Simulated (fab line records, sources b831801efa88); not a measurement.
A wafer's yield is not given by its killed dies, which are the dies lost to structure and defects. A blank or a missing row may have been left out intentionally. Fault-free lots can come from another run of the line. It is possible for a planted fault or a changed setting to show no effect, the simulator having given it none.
fab line records	flow gf180mcu
[record] lots = 24	wafers = 72	last_day = 34
route steps=602 shown M2@364 M3@411 M4@459 V4@493 TOP_METAL@571
lots that met no fault: from a run of the same line without faults
start_h: the number of hours between the record's first day and the start of the first shown wafer of the lot	wait_h: hours from the lot's prior step to this one	" as in the row above	L1.1+2: a row that stands for several wafers	- no value present, or no start provided	* or withheld: withheld	< > ~ a bound
route shown NAME@n: a module of which the file shows steps, and the number in the route of the first	usual: average and standard deviation across the fault-free wafers	same: alike in all rows	chamber/n: place in a boat	sites: each site's reading	_std_site: the standard deviation of these	_edge_site: inner sites' mean taken away from outer sites' mean	radius_mm: for every site, how far away it sits from the centre of the wafer	mask NAME#n: copy n	behind: the last tool/chamber to shape the wafer	hold: why the lot went on hold/how many hours it stayed there/how the hold came to an end	device: the transistor (n, p or np) that didn't switch	end of line: at the end of the route, the tests of the same wafers	for a step that has no rows: nothing shown but its recipe	killed: not the wafer's yield, but the dies lost to structure and defects at the first sort	map: a wafer's dies, marking killed ones x, the rest . and places with no die _
set.NAME: the setting the step ran with; set.NAME@STEP: the setting that earlier step ran with	model.NAME: the simulator's own value behind a step, which no gauge read
route steps across a sampled set of lots; one table per step, one row per wafer
services: from which hour (start_h, from the record's first day; less than 0 if before it) a tool's chamber was out of use, for how many hours, and why
[[steps]]
[step GF_M2_SPUTTER_02]
[recipe] material = AlCu	target_thk_nm = 450	power_w = 10600	time_s = 23.9	chamber_pressure_pa = 0.4
[usual] cathode_dc_power_W = 10600/2	throttle_valve_pct = 30.0/0.85
lot.wafer	tool	chamber	start_h	wait_h	cathode_dc_power_W	throttle_valve_pct
L074.2	pvd_sputter-01	-	412.53	0.0	10601	29.8
L074.5	"	-	"	"	10601	31.3
L074.6	"	-	"	"	10600	30.0
L075.1	pvd_sputter-01	-	416.34	0.0	10600	30.2
L075.2	"	-	"	"	10605	31.4
L075.6	"	-	"	"	10601	29.5
L076.2	pvd_sputter-01	-	432.03	0.0	10600	29.9
L076.3	"	-	"	"	10601	31.5
L076.6	"	-	"	"	10601	31.5
L077.1	pvd_sputter-01	-	434.65	0.0	10601	29.7
L077.5	"	-	"	"	10600	29.9
L077.6	"	-	"	"	10601	30.1
L078.2	pvd_sputter-02	-	445.18	0.0	10599	31.4
L078.4	"	-	"	"	10599	29.3
L078.6	"	-	"	"	10602	31.3
L079.3	pvd_sputter-04	-	461.65	0.0	10600	31.0
L079.5	"	-	"	"	10600	30.5
L079.6	"	-	"	"	10602	30.9
L080.4	pvd_sputter-04	-	471.26	0.0	10599	29.7
L080.5	"	-	"	"	10598	29.3
L080.6	"	-	"	"	10602	30.9
L081.1	pvd_sputter-01	-	478.28	0.0	10598	31.6
L081.3	"	-	"	"	10600	29.9
L081.6	"	-	"	"	10602	31.6
L082.1	pvd_sputter-04	-	489.90	0.0	10599	30.8
L082.2	"	-	"	"	10597	31.0
L082.6	"	-	"	"	10602	29.8
L083.4	pvd_sputter-01	-	498.50	0.0	10600	29.8
L083.5	"	-	"	"	10600	29.7
L083.6	"	-	"	"	10604	29.9
L084.1	pvd_sputter-02	-	501.89	0.0	10603	30.4
L084.2	"	-	"	"	10602	28.4
L084.4	"	-	"	"	10598	29.3
L085.1	pvd_sputter-01	-	509.26	0.0	10594	29.9
L085.2	"	-	"	"	10597	31.3
L085.4	"	-	"	"	10598	29.8
L086.3	pvd_sputter-02	-	515.24	0.0	10600	30.0
L086.5	"	-	"	"	10599	29.3
L086.6	"	-	"	"	10602	31.5
L087.1	pvd_sputter-01	-	532.67	0.0	10599	29.5
L087.5	"	-	"	"	10598	31.3
L087.6	"	-	"	"	10603	29.8
L088.1	pvd_sputter-01	-	537.36	0.0	10599	30.1
L088.3	"	-	"	"	10600	29.9
L088.5	"	-	"	"	10600	30.1
L089.3	pvd_sputter-01	-	549.72	0.0	10600	29.7
L089.4	"	-	"	"	10600	29.8
L089.5	"	-	"	"	10599	29.8
L090.3	pvd_sputter-02	-	551.62	0.0	10601	29.4
L090.4	"	-	"	"	10597	30.3
L090.5	"	-	"	"	10603	30.3
L091.3	pvd_sputter-04	-	556.53	0.0	10601	31.0
L091.4	"	-	"	"	10599	28.6
L091.5	"	-	"	"	10601	29.4
L092.1	pvd_sputter-01	-	564.19	0.0	10599	30.0
L092.5	"	-	"	"	10597	30.0
L092.6	"	-	"	"	10600	29.8
L093.2	pvd_sputter-04	-	568.79	0.0	10601	29.6
L093.4	"	-	"	"	10602	30.8
L093.6	"	-	"	"	10599	30.8
L094.2	pvd_sputter-04	-	576.41	0.0	10597	30.9
L094.3	"	-	"	"	10601	28.4
L094.4	"	-	"	"	10602	29.7
L095.1	pvd_sputter-04	-	583.83	0.0	10603	29.6
L095.3	"	-	"	"	10602	30.9
L095.4	"	-	"	"	10598	30.9
L096.1	pvd_sputter-02	-	595.60	0.0	10600	30.4
L096.2	"	-	"	"	10605	31.1
L096.6	"	-	"	"	10595	28.4
L097.2	pvd_sputter-04	-	608.35	0.0	10600	30.9
L097.4	"	-	"	"	10601	29.5
L097.5	"	-	"	"	10602	28.5
[step GF_M2_CD_MEAS_14]
[recipe] target_cd_nm = 280
[usual] cd_nm = 279.9/1.2
lot.wafer	tool	chamber	start_h	wait_h	cd_nm
L074.2	cd_sem-01	-	436.52	0.1	281.5
L074.5	"	-	"	"	281.1
L074.6	"	-	"	"	281.8
L075.1	cd_sem-01	-	440.40	0.1	279.2
L075.2	"	-	"	"	279.3
L075.6	"	-	"	"	280.1
L076.2	cd_sem-02	-	455.87	0.1	280.1
L076.3	"	-	"	"	281.1
L076.6	"	-	"	"	280.6
L077.1	cd_sem-02	-	458.85	0.1	279.8
L077.5	"	-	"	"	278.9
L077.6	"	-	"	"	280.5
L078.2	cd_sem-01	-	469.27	0.1	280.5
L078.4	"	-	"	"	280.0
L078.6	"	-	"	"	280.3
L079.3	cd_sem-01	-	485.39	0.1	279.9
L079.5	"	-	"	"	279.6
L079.6	"	-	"	"	278.6
L080.4	cd_sem-02	-	494.91	0.1	281.0
L080.5	"	-	"	"	279.5
L080.6	"	-	"	"	279.7
L081.1	cd_sem-01	-	502.05	0.1	280.3
L081.3	"	-	"	"	280.1
L081.6	"	-	"	"	278.8
L082.1	cd_sem-02	-	513.55	0.1	276.8
L082.2	"	-	"	"	277.2
L082.6	"	-	"	"	279.0
L083.4	cd_sem-02	-	521.96	0.1	279.0
L083.5	"	-	"	"	278.6
L083.6	"	-	"	"	278.5
L084.1	cd_sem-01	-	525.50	0.1	280.2
L084.2	"	-	"	"	280.8
L084.4	"	-	"	"	280.1
L085.1	cd_sem-02	-	531.95	0.1	278.9
L085.2	"	-	"	"	278.6
L085.4	"	-	"	"	279.4
L086.3	cd_sem-02	-	537.99	0.1	281.9
L086.5	"	-	"	"	281.1
L086.6	"	-	"	"	280.2
L087.1	cd_sem-02	-	555.15	0.1	278.8
L087.5	"	-	"	"	279.5
L087.6	"	-	"	"	279.3
L088.1	cd_sem-02	-	560.20	0.1	281.6
L088.3	"	-	"	"	281.8
L088.5	"	-	"	"	281.7
L089.3	cd_sem-01	-	572.09	0.1	281.0
L089.4	"	-	"	"	280.8
L089.5	"	-	"	"	280.4
L090.3	cd_sem-02	-	574.39	0.1	281.0
L090.4	"	-	"	"	280.4
L090.5	"	-	"	"	280.0
L091.3	cd_sem-01	-	578.54	0.1	280.5
L091.4	"	-	"	"	280.7
L091.5	"	-	"	"	281.1
L092.1	cd_sem-01	-	585.95	0.1	280.4
L092.5	"	-	"	"	279.4
L092.6	"	-	"	"	281.1
L093.2	cd_sem-02	-	590.12	0.1	282.1
L093.4	"	-	"	"	280.9
L093.6	"	-	"	"	280.7
L094.2	cd_sem-02	-	597.27	0.1	280.9
L094.3	"	-	"	"	281.6
L094.4	"	-	"	"	281.2
L095.1	cd_sem-02	-	604.50	0.1	279.1
L095.3	"	-	"	"	279.3
L095.4	"	-	"	"	279.1
L096.1	cd_sem-02	-	615.55	0.1	278.7
L096.2	"	-	"	"	280.3
L096.6	"	-	"	"	279.9
L097.2	cd_sem-01	-	629.07	0.1	279.1
L097.4	"	-	"	"	277.4
L097.5	"	-	"	"	277.4
[step GF_M3_SPUTTER_02]
[recipe] material = AlCu	target_thk_nm = 450	power_w = 10600	time_s = 23.9	chamber_pressure_pa = 0.4
[usual] cathode_dc_power_W = 10600/1.9	throttle_valve_pct = 30.0/0.79
lot.wafer	tool	chamber	start_h	wait_h	cathode_dc_power_W	throttle_valve_pct
L074.2	pvd_sputter-03	-	463.95	0.0	10598	30.0
L074.5	"	-	"	"	10598	30.1
L074.6	"	-	"	"	10601	30.2
L075.1	pvd_sputter-01	-	468.29	0.0	10597	29.6
L075.2	"	-	"	"	10600	30.1
L075.6	"	-	"	"	10602	30.0
L076.2	pvd_sputter-03	-	483.19	0.0	10600	30.2
L076.3	"	-	"	"	10600	29.6
L076.6	"	-	"	"	10602	30.4
L077.1	pvd_sputter-03	-	485.54	0.0	10598	30.3
L077.5	"	-	"	"	10601	30.4
L077.6	"	-	"	"	10603	30.1
L078.2	pvd_sputter-03	-	496.18	0.0	10600	30.1
L078.4	"	-	"	"	10598	28.7
L078.6	"	-	"	"	10600	29.1
L079.3	pvd_sputter-04	-	512.36	0.0	10599	30.6
L079.5	"	-	"	"	10602	30.9
L079.6	"	-	"	"	10599	28.6
L080.4	pvd_sputter-01	-	522.44	0.0	10603	29.8
L080.5	"	-	"	"	10599	30.0
L080.6	"	-	"	"	10599	29.9
L081.1	pvd_sputter-04	-	528.55	0.0	10601	30.9
L081.3	"	-	"	"	10597	31.2
L081.6	"	-	"	"	10601	30.8
L082.1	pvd_sputter-04	-	539.39	0.0	10602	28.4
L082.2	"	-	"	"	10601	30.8
L082.6	"	-	"	"	10601	30.6
L083.4	pvd_sputter-01	-	547.99	0.0	10600	29.7
L083.5	"	-	"	"	10601	31.4
L083.6	"	-	"	"	10600	29.9
L084.1	pvd_sputter-01	-	551.39	0.0	10598	29.9
L084.2	"	-	"	"	10603	30.1
L084.4	"	-	"	"	10601	29.7
L085.1	pvd_sputter-04	-	557.57	0.0	10600	28.3
L085.2	"	-	"	"	10599	30.7
L085.4	"	-	"	"	10600	30.7
L086.3	pvd_sputter-03	-	563.74	0.0	10598	30.1
L086.5	"	-	"	"	10601	30.2
L086.6	"	-	"	"	10598	30.3
L087.1	pvd_sputter-04	-	579.72	0.0	10599	28.8
L087.5	"	-	"	"	10602	31.1
L087.6	"	-	"	"	10597	30.6
L088.1	pvd_sputter-04	-	585.40	0.0	10602	29.5
L088.3	"	-	"	"	10602	30.7
L088.5	"	-	"	"	10604	30.8
L089.3	pvd_sputter-03	-	596.54	0.0	10599	30.0
L089.4	"	-	"	"	10600	29.0
L089.5	"	-	"	"	10599	30.2
L090.3	pvd_sputter-03	-	598.75	0.0	10601	30.1
L090.4	"	-	"	"	10602	30.2
L090.5	"	-	"	"	10600	29.2
L091.3	pvd_sputter-04	-	602.85	0.0	10600	28.4
L091.4	"	-	"	"	10603	30.9
L091.5	"	-	"	"	10603	31.0
L092.1	pvd_sputter-04	-	609.85	0.0	10598	30.8
L092.5	"	-	"	"	10603	31.0
L092.6	"	-	"	"	10601	28.8
L093.2	pvd_sputter-01	-	613.25	0.0	10598	31.4
L093.4	"	-	"	"	10603	29.9
L093.6	"	-	"	"	10599	29.5
L094.2	pvd_sputter-03	-	620.82	0.0	10596	29.7
L094.3	"	-	"	"	10595	30.1
L094.4	"	-	"	"	10599	29.8
L095.1	pvd_sputter-04	-	627.50	0.0	10599	28.5
L095.3	"	-	"	"	10603	30.6
L095.4	"	-	"	"	10600	30.8
L096.1	pvd_sputter-04	-	639.12	0.0	10602	31.0
L096.2	"	-	"	"	10601	30.6
L096.6	"	-	"	"	10601	30.8
L097.2	pvd_sputter-04	-	651.85	0.0	10596	30.9
L097.4	"	-	"	"	10600	29.7
L097.5	"	-	"	"	10604	31.0
[step GF_M4_SPUTTER_03]
[recipe] material = Ti	target_thk_nm = 10	substrate_temp_c = 300	chamber_pressure_pa = 0.3	power_w = 3000	time_s = 6.7
[usual] cathode_dc_power_W = 3000.0/0.5	throttle_valve_pct = 30.0/0.98
lot.wafer	tool	chamber	start_h	wait_h	cathode_dc_power_W	throttle_valve_pct
L074.2	pvd_sputter-04	-	514.92	0.0	3000.2	30.5
L074.5	"	-	"	"	3000.3	30.9
L074.6	"	-	"	"	2999.8	28.6
L075.1	pvd_sputter-04	-	519.91	0.0	3000.2	31.0
L075.2	"	-	"	"	3000.9	29.8
L075.6	"	-	"	"	3000.1	28.7
L076.2	pvd_sputter-04	-	533.07	0.0	2999.4	29.5
L076.3	"	-	"	"	2999.6	30.8
L076.6	"	-	"	"	3000.8	30.7
L077.1	pvd_sputter-01	-	535.64	0.0	3000.2	30.1
L077.5	"	-	"	"	2999.4	29.8
L077.6	"	-	"	"	2998.9	30.1
L078.2	pvd_sputter-04	-	546.04	0.0	3000.3	30.8
L078.4	"	-	"	"	2999.7	28.6
L078.6	"	-	"	"	2999.9	30.6
L079.3	pvd_sputter-04	-	562.78	0.0	3000.1	31.0
L079.5	"	-	"	"	2999.9	30.9
L079.6	"	-	"	"	3000.8	30.9
L080.4	pvd_sputter-04	-	571.61	0.0	3000.8	28.5
L080.5	"	-	"	"	2999.5	28.3
L080.6	"	-	"	"	3000.6	29.5
L081.1	pvd_sputter-02	-	577.38	0.0	2999.8	28.2
L081.3	"	-	"	"	2999.0	29.5
L081.6	"	-	"	"	3000.9	28.6
L082.1	pvd_sputter-02	-	587.32	0.0	2999.9	30.4
L082.2	"	-	"	"	2999.7	31.3
L082.6	"	-	"	"	3000.7	28.6
L083.4	pvd_sputter-04	-	595.93	0.0	3000.0	28.6
L083.5	"	-	"	"	2999.6	28.5
L083.6	"	-	"	"	3000.1	30.9
L084.1	pvd_sputter-04	-	598.43	0.0	2999.7	29.7
L084.2	"	-	"	"	2999.9	30.9
L084.4	"	-	"	"	2999.6	28.3
L085.1	pvd_sputter-01	-	604.22	0.0	2998.3	31.6
L085.2	"	-	"	"	2999.7	30.1
L085.4	"	-	"	"	3000.3	29.8
L086.3	pvd_sputter-01	-	609.72	0.0	3000.0	31.6
L086.5	"	-	"	"	2999.6	31.6
L086.6	"	-	"	"	2999.8	29.9
L087.1	pvd_sputter-04	-	625.43	0.0	3000.0	30.8
L087.5	"	-	"	"	2999.9	29.7
L087.6	"	-	"	"	3000.2	30.9
L088.1	pvd_sputter-01	-	630.31	0.0	2999.7	30.0
L088.3	"	-	"	"	2999.4	29.8
L088.5	"	-	"	"	3000.3	29.6
L089.3	pvd_sputter-04	-	640.83	0.0	3000.6	29.7
L089.4	"	-	"	"	2999.6	30.8
L089.5	"	-	"	"	2999.8	29.6
L090.3	pvd_sputter-02	-	642.87	0.0	3000.3	31.0
L090.4	"	-	"	"	2999.4	28.3
L090.5	"	-	"	"	3000.5	30.6
L091.3	pvd_sputter-02	-	646.27	0.0	3000.1	30.3
L091.4	"	-	"	"	2999.9	28.5
L091.5	"	-	"	"	3000.8	31.2
L092.1	pvd_sputter-02	-	653.88	0.0	2999.2	29.6
L092.5	"	-	"	"	2999.5	28.6
L092.6	"	-	"	"	3000.4	30.2
L093.2	pvd_sputter-01	-	656.51	0.0	2999.6	29.9
L093.4	"	-	"	"	3000.0	29.9
L093.6	"	-	"	"	3000.5	30.0
L094.2	pvd_sputter-02	-	663.30	0.0	2999.9	30.1
L094.3	"	-	"	"	2999.7	29.4
L094.4	"	-	"	"	2999.1	28.7
L095.1	pvd_sputter-01	-	670.12	0.0	3000.1	29.8
L095.3	"	-	"	"	2999.6	31.5
L095.4	"	-	"	"	2999.7	29.7
L096.1	pvd_sputter-04	-	680.62	0.0	3000.6	30.9
L096.2	"	-	"	"	3001.0	31.1
L096.6	"	-	"	"	2999.9	30.8
L097.2	pvd_sputter-04	-	692.65	0.0	3000.0	30.8
L097.4	"	-	"	"	3000.5	29.4
L097.5	"	-	"	"	3000.2	30.8
[step GF_V4_ETCH_17]
[recipe] chemistry = C4F8/O2/Ar	mask_material = KrF	target = SiO2	stop_on = TiN	source_w = 1500	bias_w = 1200	pressure_mtorr = 40	c4f8_flow_sccm = withheld	O2_flow_sccm = 6	Ar_flow_sccm = 300	time_s = withheld	target_depth_a = 6300
[usual] oes_product_au = 0.856/0.0047
lot.wafer	tool	chamber	start_h	wait_h	oes_product_au
L074.2	rie_diel-01	0	-	-	0.852
L074.5	"	2	"	"	0.856
L074.6	"	1	"	"	0.861
L075.1	rie_diel-03	2	-	-	0.867
L075.2	"	3	"	"	0.850
L075.6	"	1	"	"	0.855
L076.2	rie_diel-01	1	-	-	0.850
L076.3	"	3	"	"	0.854
L076.6	"	3	"	"	0.862
L077.1	rie_diel-01	2	-	-	0.860
L077.5	"	3	"	"	0.853
L077.6	"	0	"	"	0.851
L078.2	rie_diel-03	1	-	-	0.852
L078.4	"	0	"	"	0.853
L078.6	"	3	"	"	0.862
L079.3	rie_diel-03	0	-	-	0.855
L079.5	"	2	"	"	0.855
L079.6	"	1	"	"	0.855
L080.4	rie_diel-02	0	-	-	0.856
L080.5	"	1	"	"	0.863
L080.6	"	0	"	"	0.849
L081.1	rie_diel-01	1	-	-	0.861
L081.3	"	2	"	"	0.858
L081.6	"	3	"	"	0.858
L082.1	rie_diel-01	2	-	-	0.858
L082.2	"	1	"	"	0.853
L082.6	"	1	"	"	0.857
L083.4	rie_diel-02	3	-	-	0.852
L083.5	"	0	"	"	0.853
L083.6	"	3	"	"	0.857
L084.1	rie_diel-01	2	-	-	0.852
L084.2	"	1	"	"	0.852
L084.4	"	3	"	"	0.863
L085.1	rie_diel-03	0	-	-	0.859
L085.2	"	3	"	"	0.855
L085.4	"	1	"	"	0.860
L086.3	rie_diel-02	2	-	-	0.853
L086.5	"	2	"	"	0.866
L086.6	"	3	"	"	0.866
L087.1	rie_diel-03	0	-	-	0.867
L087.5	"	2	"	"	0.858
L087.6	"	3	"	"	0.864
L088.1	rie_diel-01	0	-	-	0.851
L088.3	"	3	"	"	0.856
L088.5	"	2	"	"	0.854
L089.3	rie_diel-02	3	-	-	0.861
L089.4	"	2	"	"	0.849
L089.5	"	0	"	"	0.859
L090.3	rie_diel-01	2	-	-	0.853
L090.4	"	2	"	"	0.860
L090.5	"	0	"	"	0.856
L091.3	rie_diel-03	0	-	-	0.856
L091.4	"	1	"	"	0.846
L091.5	"	0	"	"	0.856
L092.1	rie_diel-03	0	-	-	0.864
L092.5	"	3	"	"	0.860
L092.6	"	0	"	"	0.859
L093.2	rie_diel-01	1	-	-	0.861
L093.4	"	2	"	"	0.857
L093.6	"	0	"	"	0.862
L094.2	rie_diel-01	2	-	-	0.855
L094.3	"	1	"	"	0.862
L094.4	"	0	"	"	0.853
L095.1	rie_diel-02	0	-	-	0.854
L095.3	"	2	"	"	0.853
L095.4	"	3	"	"	0.854
L096.1	rie_diel-03	2	-	-	0.859
L096.2	"	1	"	"	0.854
L096.6	"	2	"	"	0.856
L097.2	rie_diel-01	0	-	-	0.851
L097.4	"	1	"	"	0.851
L097.5	"	3	"	"	0.850
[step GF_TOP_METAL_SPUTTER_04]
[recipe] material = TiN	target_thk_nm = 25	power_w = 6500	time_s = 20.8	chamber_pressure_pa = 0.4
[usual] cathode_dc_power_W = 6499.9/1.2	throttle_valve_pct = 30.1/0.92
lot.wafer	tool	chamber	start_h	wait_h	cathode_dc_power_W	throttle_valve_pct
L074.2	pvd_sputter-02	-	630.99	0.0	6500.6	30.0
L074.5	"	-	"	"	6499.7	30.2
L074.6	"	-	"	"	6499.6	29.4
L075.1	pvd_sputter-02	-	641.54	0.0	6501.8	30.5
L075.2	"	-	"	"	6499.4	29.5
L075.6	"	-	"	"	6498.5	30.4
L076.2	pvd_sputter-01	-	645.66	0.0	6497.8	30.1
L076.3	"	-	"	"	6500.5	31.2
L076.6	"	-	"	"	6502.9	29.8
L077.1	pvd_sputter-01	-	648.83	0.0	6499.4	29.9
L077.5	"	-	"	"	6498.2	31.1
L077.6	"	-	"	"	6500.1	29.8
L078.2	pvd_sputter-02	-	657.24	0.0	6500.7	28.8
L078.4	"	-	"	"	6497.8	30.5
L078.6	"	-	"	"	6500.5	28.6
L079.3	pvd_sputter-04	-	671.81	0.0	6499.0	30.5
L079.5	"	-	"	"	6499.9	30.8
L079.6	"	-	"	"	6500.3	28.3
L080.4	pvd_sputter-02	-	678.26	0.0	6500.4	29.4
L080.5	"	-	"	"	6499.0	28.7
L080.6	"	-	"	"	6498.2	31.3
L081.1	pvd_sputter-04	-	685.24	0.0	6498.9	28.7
L081.3	"	-	"	"	6498.2	31.1
L081.6	"	-	"	"	6500.9	30.9
L082.1	pvd_sputter-02	-	694.41	0.0	6501.2	28.5
L082.2	"	-	"	"	6501.0	31.2
L082.6	"	-	"	"	6499.5	31.1
L083.4	pvd_sputter-04	-	701.26	0.0	6500.0	30.7
L083.5	"	-	"	"	6499.5	31.2
L083.6	"	-	"	"	6501.0	29.5
L084.1	pvd_sputter-02	-	703.66	0.0	6499.7	30.4
L084.2	"	-	"	"	6500.7	29.3
L084.4	"	-	"	"	6499.7	28.5
L085.1	pvd_sputter-01	-	707.70	0.0	6499.7	31.5
L085.2	"	-	"	"	6499.7	29.9
L085.4	"	-	"	"	6498.2	30.1
L086.3	pvd_sputter-04	-	713.36	0.0	6499.3	30.9
L086.5	"	-	"	"	6499.5	28.8
L086.6	"	-	"	"	6501.8	30.8
L087.1	pvd_sputter-01	-	725.67	0.0	6499.3	30.0
L087.5	"	-	"	"	6500.3	29.9
L087.6	"	-	"	"	6498.5	30.0
L088.1	pvd_sputter-02	-	731.54	0.0	6500.6	28.5
L088.3	"	-	"	"	6499.0	29.3
L088.5	"	-	"	"	6501.7	29.4
L089.3	pvd_sputter-01	-	740.82	0.0	6498.8	29.9
L089.4	"	-	"	"	6500.5	31.4
L089.5	"	-	"	"	6499.0	29.9
L090.3	pvd_sputter-04	-	742.77	0.0	6499.3	28.6
L090.4	"	-	"	"	6497.9	29.6
L090.5	"	-	"	"	6501.7	30.8
L091.3	pvd_sputter-01	-	743.77	0.0	6499.4	30.0
L091.4	"	-	"	"	6502.7	29.6
L091.5	"	-	"	"	6499.2	30.0
L092.1	pvd_sputter-01	-	752.39	0.0	6499.0	30.0
L092.5	"	-	"	"	6499.3	29.9
L092.6	"	-	"	"	6500.3	31.5
L093.2	pvd_sputter-01	-	754.43	0.0	6498.9	31.3
L093.4	"	-	"	"	6501.7	29.7
L093.6	"	-	"	"	6499.9	29.8
L094.2	pvd_sputter-01	-	760.20	0.0	6499.0	31.5
L094.3	"	-	"	"	6501.1	29.6
L094.4	"	-	"	"	6498.9	29.9
L095.1	pvd_sputter-01	-	765.07	0.0	6499.4	29.5
L095.3	"	-	"	"	6499.9	31.5
L095.4	"	-	"	"	6502.0	29.8
L096.1	pvd_sputter-02	-	773.78	0.0	6501.1	30.3
L096.2	"	-	"	"	6499.7	29.4
L096.6	"	-	"	"	6501.8	29.6
L097.2	pvd_sputter-02	-	785.37	0.0	6499.5	29.4
L097.4	"	-	"	"	6502.0	30.6
L097.5	"	-	"	"	6501.8	31.5
[[services]]
tool	chamber	start_h	hours	kind
pvd_sputter-01	-	388.70	4.6	repair
pvd_sputter-03	-	390.89	0.5	repair
pvd_sputter-03	-	407.76	7.0	repair
pvd_sputter-03	-	410.56	20.0	repair
pvd_sputter-04	-	416.21	4.9	repair
pvd_sputter-01	-	424.91	6.7	repair
rie_diel-03	1	430.64	6.6	repair
rie_diel-03	0	435.12	15.5	repair
pvd_sputter-03	-	436.86	3.2	repair
pvd_sputter-01	-	443.66	4.0	repair
rie_diel-03	-	453.04	0.2	repair
rie_diel-01	-	453.23	1.2	repair
rie_diel-03	2	469.61	3.0	repair
pvd_sputter-04	-	499.24	3.4	repair
rie_diel-01	0	524.85	9.9	repair
pvd_sputter-01	-	554.83	7.3	repair
pvd_sputter-01	-	639.22	1.9	repair
pvd_sputter-04	-	641.95	9.4	repair
pvd_sputter-02	-	662.25	0.7	repair
pvd_sputter-04	-	676.15	3.5	repair
pvd_sputter-02	-	739.31	10.4	repair
pvd_sputter-04	-	750.42	3.5	repair
pvd_sputter-04	-	774.18	2.2	repair
rie_diel-01	0	783.96	8.8	repair
[[key]]
fault none
